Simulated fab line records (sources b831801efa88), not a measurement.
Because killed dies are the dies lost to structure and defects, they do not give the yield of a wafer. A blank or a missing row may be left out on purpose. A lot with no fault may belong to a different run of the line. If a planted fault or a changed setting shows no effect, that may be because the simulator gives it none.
Split-lot study | flow sky130 | route with 708 steps; 5 lots, 23 wafers read

== THE SPLIT ITSELF ==
At SKY_CAP2M_SOFTBAKE_08 (time 60 s), the setting temp c was moved away from the recipe's 90 C on 6 of the 23 wafers read, by -2.0% to +4.1%. For the rest of the wafers, this setting stayed at what the recipe calls for.

== FROM THE SPLIT TO THE READING: what the file shows between them, 3 steps ==
- SKY_CAP2M_EXPOSE_09: exposes mask CAP2M, target cd 1000 nm (also split here: dose mj)
- SKY_CAP2M_PEB_10
- SKY_CAP2M_DEVELOP_11: develop time 60 s

== THE READING ==
NOVOLAK_of_CAP2M_COAT_07.thk nm (the simulator's own value, which no gauge read), in nm, at SKY_CAP2M_METAL_ETCH_13 (etches TiN in Cl2/BCl3, stops on SiO2, target depth 220 nm, time 62.9 s). No usual value for it is given in the file. The 17 wafers here that ran the recipe average 992.1 nm, standard deviation 5.3 nm.

wafer  | tool, chamber at the split | temp c as run, C | against the recipe | NOVOLAK_of_CAP2M_COAT_07.thk nm, nm | against lot-mates on the recipe
L074.1 | litho track-03, 0          | 90               | recipe             | 986.7                               | -
L074.2 | litho track-03, 0          | 90               | recipe             | 982.3                               | -
L074.3 | litho track-03, 0          | 90               | recipe             | 985.6                               | -
L074.4 | litho track-03, 0          | 90               | recipe             | 982.1                               | -
L074.6 | litho track-03, 0          | 90               | recipe             | 985.8                               | -
L075.1 | litho track-02, 0          | 91.22            | +1.4%              | 984.3                               | -8.9
L075.3 | litho track-02, 0          | 90               | recipe             | 993.4                               | -
L075.4 | litho track-02, 0          | 90               | recipe             | 991.9                               | -
L075.5 | litho track-02, 0          | 91.22            | +1.4%              | 988.1                               | -5.1
L075.6 | litho track-02, 0          | 90               | recipe             | 994.2                               | -
L076.1 | litho track-02, 0          | 93.69            | +4.1%              | 982.8                               | -14.9
L076.2 | litho track-02, 0          | 90               | recipe             | 998.1                               | -
L076.3 | litho track-02, 0          | 90               | recipe             | 997.1                               | -
L076.5 | litho track-02, 0          | 93.69            | +4.1%              | 979.2                               | -18.5
L076.6 | litho track-02, 0          | 90               | recipe             | 997.9                               | -
L077.1 | litho track-02, 0          | 88.24            | -2.0%              | 1001                                | +5.7
L077.4 | litho track-02, 0          | 88.24            | -2.0%              | 1001                                | +5.7
L077.2 | litho track-02, 0          | 90               | recipe             | 996.3                               | -
L077.3 | litho track-02, 0          | 90               | recipe             | 996.7                               | -
L077.6 | litho track-02, 0          | 90               | recipe             | 992.8                               | -
L081.1 | litho track-04, 0          | 90               | recipe             | 996.7                               | -
L081.2 | litho track-04, 0          | 90               | recipe             | 992.4                               | -
L081.3 | litho track-04, 0          | 90               | recipe             | 995.9                               | -

THE FIT
A straight line over all 23 wafers: NOVOLAK_of_CAP2M_COAT_07.thk nm changes by -3.2 nm for each +1% of temp c; r = -0.68; the points scatter about the line by 5 nm.
The same after taking each lot's own level away (the mean of its wafers on the recipe; 23 wafers): -3.91 nm for each +1%; r = -0.95; scatter 1.8 nm.
Per that fit: largest temp c move, reading shift of 16 nm.
From 984.50 to 997.70 nm: that is the span of the lots' own levels, equal to 2.5 times the standard deviation above.
So the lot-to-lot level blurs the effect unless lot-mates are compared.
Check: with one of the wafers moved furthest among these (+4.1%) left out of the fit, the line predicts -17.3 nm for it against its lot-mates. Against them it came out at -14.9 nm.

== OTHER SPLITS ON THESE WAFERS ==
Before the reading, these wafers also passed through other splits. Each is held against what the fit with the lots' levels taken away leaves over:
other split on the same wafers | wafers away from the commonest value | r with NOVOLAK_of_CAP2M_COAT_07.thk nm (lot level and that fit taken away)
SKY_VIA2_SPUTTER_20 power w    | 11                                   | -0.22
SKY_CAPM_COAT_07 resist thk nm | 9                                    | +0.28
SKY_CAPM_DEVELOP_11 dev temp c | 5                                    | +0.03
SKY_METAL3_COAT_08 spin rpm    | 8                                    | -0.23
SKY_VIA3_HDPCVD_00 time s      | 8                                    | -0.02
SKY_VIA3_SPUTTER_20 time s     | 9                                    | +0.12
SKY_CAP2M_EXPOSE_09 dose mj    | 4                                    | -0.08

== THE WHOLE CHAIN: every reading that the file lists as answering this split, in the file's order ==
step                    | what it does                                                            | reading                                                                          | change (the file's fit)              | r (the file's)
SKY_CAP2M_SOFTBAKE_08   | time 60 s                                                               | NOVOLAK_of_CAP2M_COAT_07.thk nm (the simulator's own value, which no gauge read) | -2.45 nm for each +1% of the setting | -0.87
SKY_CAP2M_DEVELOP_11    | develop time 60 s                                                       | NOVOLAK_of_CAP2M_COAT_07.thk nm (the simulator's own value, which no gauge read) | -2.92 nm for each +1% of the setting | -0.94
SKY_CAP2M_METAL_ETCH_13 | etches TiN in Cl2/BCl3, stops on SiO2, target depth 220 nm, time 62.9 s | NOVOLAK_of_CAP2M_COAT_07.thk nm (the simulator's own value, which no gauge read) | -3.97 nm for each +1% of the setting | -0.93
SKY_CAP2M_STRIP_14      | strips in O2/N2                                                         | strip time to endpoint s                                                         | withheld for each +1% of the setting | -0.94

== THE FILE'S OWN FIT ==
NOVOLAK_of_CAP2M_COAT_07.thk nm changes by -3.97 nm for each +1% of temp c, r = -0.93.
